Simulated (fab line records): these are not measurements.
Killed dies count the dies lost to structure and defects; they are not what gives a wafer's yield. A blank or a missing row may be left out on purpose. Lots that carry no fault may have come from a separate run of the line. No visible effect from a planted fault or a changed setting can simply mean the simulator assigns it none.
What tool caused it? -- flow sky130 -- 14 lots with 42 wafers sampled at 4 steps, on a route of 708 steps

== WHAT EACH GAUGE READ, for each wafer ==
SKY_POLY_GATE_THK_MEAS_21. Usual: for POLY_GATE_OXIDATION_THK the level is 3.97 nm and the standard deviation is 0.075.
lot,measured,on,POLY_GATE_OXIDATION_THK (nm),flag
L847,day 17 20:41,film metro-01,3.98 3.92 3.86,
L846,day 18 01:58,film metro-03,3.99 3.98 4.11,
L849,day 18 09:53,film metro-01,3.88 3.97 3.92,
L851,day 19 00:11,film metro-04,3.94 3.97 4.00,
L850,day 19 00:12,film metro-03,4.01 4.09 4.04,
L852,day 19 10:05,film metro-03,4.01 3.94 3.97,
L853,day 20 03:10,film metro-01,4.09 4.08 4.09,
L854,day 20 03:11,film metro-03,3.82 3.81 3.86,
L855,day 20 10:46,film metro-04,3.91 3.93 3.93,
L858,day 21 14:07,film metro-04,4.02 3.94 3.89,
L860,day 21 23:31,film metro-03,4.05 4.13 4.07,
L863,day 23 09:39,film metro-03,3.93 4.00 3.85,
L865,day 24 01:14,film metro-03,4.02 4.05 3.98,
L867,day 24 09:48,film metro-04,3.87 3.87 3.85,

SKY_POLY_CUT_CD_MEAS_08: the cd target is 270 nm. Usual: cd nm 270.6 nm, standard deviation 1.4.
lot,measured,on,cd nm (nm),flag
L847,day 25 16:17,cd sem-02,269.7 268.4 269.1,
L846,day 25 19:04,cd sem-01,269.1 270.2 271.4,
L849,day 26 05:25,cd sem-01,270.0 270.7 270.8,
L851,day 26 18:07,cd sem-02,271.4 271.5 271.2,
L850,day 26 17:53,cd sem-01,273.2 271.5 273.9,
L852,day 27 00:43,cd sem-02,269.6 272.1 270.3,
L853,day 27 16:34,cd sem-02,268.4 266.9 268.7,
L854,day 27 16:47,cd sem-01,270.2 271.6 271.7,
L855,day 27 23:23,cd sem-02,271.7 270.0 272.0,
L858,day 29 01:39,cd sem-02,268.6 269.1 268.2,
L860,day 29 10:44,cd sem-01,270.5 269.7 271.9,
L863,day 30 16:07,cd sem-01,267.8 270.6 269.4,
L865,day 31 08:08,cd sem-02,266.8 268.0 268.6,
L867,day 31 16:35,cd sem-02,269.1 270.6 269.2,

SKY_POLY_CUT_OVL_MEAS_09. Usual: for POLY_CUT_OVL the level is 1 nm and the standard deviation is 5.7.
lot,measured,on,POLY_CUT_OVL (nm),flag
L847,day 25 16:25,overlay-01,6 8 8,
L846,day 25 19:11,overlay-01,-5 -6 -3,
L849,day 26 05:32,overlay-01,6 2 1,
L851,day 26 18:14,overlay-01,12 13 7,
L850,day 26 17:59,overlay-02,-1 -5 -1,
L852,day 27 00:49,overlay-02,-8 2 -6,
L853,day 27 16:41,overlay-02,-5 -10 -8,
L854,day 27 16:54,overlay-01,-1 -4 -4,
L855,day 27 23:28,overlay-02,8 9 10,
L858,day 29 01:44,overlay-02,3 3 0,
L860,day 29 10:50,overlay-02,11 3 9,
L863,day 30 16:14,overlay-02,3 -3 4,
L865,day 31 08:15,overlay-01,0 -4 4,
L867,day 31 16:41,overlay-02,7 -5 3,

== EACH LOT AND THE TOOL THAT RAN IT (in order: tool; ch and the chambers of the sampled wafers; start) ==
lot,SKY_LDD_LDN_IMPLANT_09
L847,"implanter-02 ch 0, day 24 08:29"
L846,"implanter-02 ch 0, day 24 12:39"
L849,"implanter-04 ch 0, day 24 20:48"
L851,"implanter-04 ch 0, day 25 10:08"
L850,"implanter-02 ch 0, day 25 09:34"
L852,"implanter-02 ch 0, day 25 18:20"
L853,"implanter-04 ch 0, day 26 09:32"
L854,"implanter-03 ch 0, day 26 09:50"
L855,"implanter-02 ch 0, day 26 17:25"
L858,"implanter-04 ch 0, day 27 19:35"
L860,"implanter-04 ch 0, day 28 04:10"
L863,"implanter-02 ch 0, day 29 09:29"
L865,"implanter-02 ch 0, day 30 02:29"
L867,"implanter-04 ch 0, day 30 10:55"
- SKY_LDD_LDN_IMPLANT_09

== WHAT THE TOOLS THEMSELVES READ (means of the sampled wafers that have a number; where no wafer has one, the mark that the record gives instead) ==
SKY_LDD_LDN_IMPLANT_09. Usual: dose ions cm2 1.25e+13, standard deviation 1.4e+10; faraday current uA 70.3, standard deviation 1.4.
lot,tool,dose ions cm2,faraday current uA,flag
L847,implanter-02,1.25e+13,70.5,
L846,implanter-02,1.25e+13,71.1,
L849,implanter-04,1.25e+13,69.9,
L851,implanter-04,1.25e+13,70.9,
L850,implanter-02,1.25e+13,70.0,
L852,implanter-02,1.25e+13,69.6,
L853,implanter-04,1.25e+13,72.3,
L854,implanter-03,1.25e+13,71.7,
L855,implanter-02,1.25e+13,70.0,
L858,implanter-04,1.25e+13,71.0,
L860,implanter-04,1.25e+13,70.5,
L863,implanter-02,1.79e+13,102.5,OFF
L865,implanter-02,1.79e+13,100.4,OFF
L867,implanter-04,1.25e+13,69.3,

== THE ANSWER, worked out from the rows above alone ==
Rule: a lot counts as off when the mean over its wafers that have a number is more than 3 standard deviations away from the usual mean. Also off: a lot with no number at a reading for which 4 or more lots have one. Where the step has rows for the other lots, those lots are counted as sound. Order of review: gauges by route order, followed by the tools' own readings, for which a lot's mean as printed above is used. The first step at which some lot is off is used, and at that step the reading that is off furthest; a lot without a number counts as furthest.
Off at SKY_LDD_LDN_IMPLANT_09 (dose ions cm2): L863, L865.
A tool fits if, at that step or a process step before it, it ran every lot that is off, and no sound lot after the first of them. One candidate fits, namely implanter-02 at SKY_LDD_LDN_IMPLANT_09. Its last sound lot is L855 (day 26 17:25), its first lot that is off L863 (day 29 09:29): a fault that began between those two fits.
The tool's own readings at SKY_LDD_LDN_IMPLANT_09 bear it out: on the lots that are off they differ by more than 5 times the standard deviation of the sound lots' means. dose ions cm2 reads 1.79e+13 there against 1.25e+13 on the sound lots; faraday current uA reads 101.5 there against 70.6 on the sound lots.

== WHAT THE SIMULATOR PUT IN ==
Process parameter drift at SKY_LDD_LDN_IMPLANT_09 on implanter-02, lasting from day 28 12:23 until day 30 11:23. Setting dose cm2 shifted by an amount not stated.
Struck lots among those shown: L863, L865. The rule above reached the same finding.
